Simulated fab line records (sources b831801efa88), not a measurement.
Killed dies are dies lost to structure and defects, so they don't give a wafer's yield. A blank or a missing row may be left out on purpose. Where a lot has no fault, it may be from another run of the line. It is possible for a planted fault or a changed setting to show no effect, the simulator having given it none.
Split-lot trial    flow sfq-line    23 wafers read across 5 lots, on a route 325 steps long

== ON THE SPLIT ==
At SFQ_TRILAYER_C5_LITHO_COAT_151 (resist thk 650 nm), the setting spin-rpm was moved away from the recipe's 3000 rpm on 5 of the 23 wafers read, by -6.7% to +6.9%. This setting was run at the recipe's value on the other wafers.

Split to reading: the file shows no intervening step.

== THE READING ==
KrF_of_TRILAYER_C5_LITHO_COAT_151.thk-nm (the simulator's own value, which no gauge read), in nm, at SFQ_TRILAYER_C5_BARC_OPEN_VIA_ETCH_210 (etches BARC in O2, target depth 125 nm, time 41.7 s). No usual value for it is given in the file. Average 576.9 nm, standard deviation 3.9 nm, over the 18 wafers here run with the recipe.

wafer   tool, chamber at the split  spin-rpm as run, rpm  against the recipe  KrF_of_TRILAYER_C5_LITHO_COAT_151.thk-nm, nm  against lot-mates on the recipe
L074.1  litho-track-04, 0           3000                  recipe              581.9                                         -
L074.2  litho-track-04, 0           3000                  recipe              578.8                                         -
L074.3  litho-track-04, 0           3000                  recipe              579.1                                         -
L074.5  litho-track-04, 0           3000                  recipe              581.3                                         -
L074.6  litho-track-04, 0           3000                  recipe              582.2                                         -
L078.1  litho-track-04, 0           3000                  recipe              570.1                                         -
L078.3  litho-track-04, 0           3208                  +6.9%               548.4                                         -21.1
L078.4  litho-track-04, 0           3208                  +6.9%               552.1                                         -17.4
L078.5  litho-track-04, 0           3208                  +6.9%               553.1                                         -16.4
L078.6  litho-track-04, 0           3000                  recipe              568.8                                         -
L079.1  litho-track-01, 0           3000                  recipe              577                                           -
L079.2  litho-track-01, 0           3000                  recipe              579.6                                         -
L079.4  litho-track-01, 0           3000                  recipe              579                                           -
L082.1  litho-track-04, 0           3000                  recipe              572.9                                         -
L082.2  litho-track-04, 0           3000                  recipe              575.3                                         -
L082.3  litho-track-04, 0           3000                  recipe              571.3                                         -
L082.5  litho-track-04, 0           3000                  recipe              577                                           -
L082.6  litho-track-04, 0           3000                  recipe              578.5                                         -
L083.1  litho-track-04, 0           2798                  -6.7%               599.8                                         +22.7
L083.2  litho-track-04, 0           2798                  -6.7%               599.1                                         +22.0
L083.4  litho-track-04, 0           3000                  recipe              574.5                                         -
L083.5  litho-track-04, 0           3000                  recipe              578.9                                         -
L083.6  litho-track-04, 0           3000                  recipe              577.9                                         -

FIT RESULTS
A straight line over all 23 wafers: KrF_of_TRILAYER_C5_LITHO_COAT_151.thk-nm changes by -3.56 nm for each +1% of spin-rpm; r = -0.95; the points scatter about the line by 3.7 nm.
The same after taking each lot's own level away (the mean of its wafers on the recipe; 23 wafers): -2.91 nm for each +1%; r = -0.98; scatter 2.1 nm.
Per that fit: largest spin-rpm move, reading shift of 20 nm.
From 569.45 to 580.66 nm: that is the span of the lots' own levels, equal to 2.9 times the standard deviation above.
In other words, the slope is changed by the lot-to-lot level; the two fits disagree.
Check: -19.3 nm against its lot-mates is what the line predicts for one of the wafers moved furthest among these (+6.9%) when that wafer is left out of the fit. Against them it came out at -21.1 nm.

== THESE WAFERS: OTHER SPLITS ==
Note: prior to the reading, these wafers also went through further splits. Each is held against what the fit with the lots' levels taken away leaves over:
other split on the same wafers           wafers away from the commonest value  r with KrF_of_TRILAYER_C5_LITHO_COAT_151.thk-nm (lot level and that fit taken away)
SFQ_TRILAYER_I5_LITHO_COAT_144 spin-rpm  7                                     -0.05

== THE WHOLE CHAIN: every reading that the file lists as answering this split, in the file's order ==
step                                    what it does                                         reading                                                                                    change (the file's fit)               r (the file's)
SFQ_TRILAYER_C5_LITHO_COAT_151          resist thk 650 nm                                    KrF_of_TRILAYER_C5_LITHO_COAT_151.thk-nm (the simulator's own value, which no gauge read)  -3.28 nm for each +1% of the setting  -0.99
SFQ_TRILAYER_C5_BARC_OPEN_VIA_ETCH_210  etches BARC in O2, target depth 125 nm, time 41.7 s  KrF_of_TRILAYER_C5_LITHO_COAT_151.thk-nm (the simulator's own value, which no gauge read)  -2.97 nm for each +1% of the setting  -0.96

== FILE'S OWN FIT ==
KrF_of_TRILAYER_C5_LITHO_COAT_151.thk-nm changes by -2.97 nm for each +1% of spin-rpm, r = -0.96.
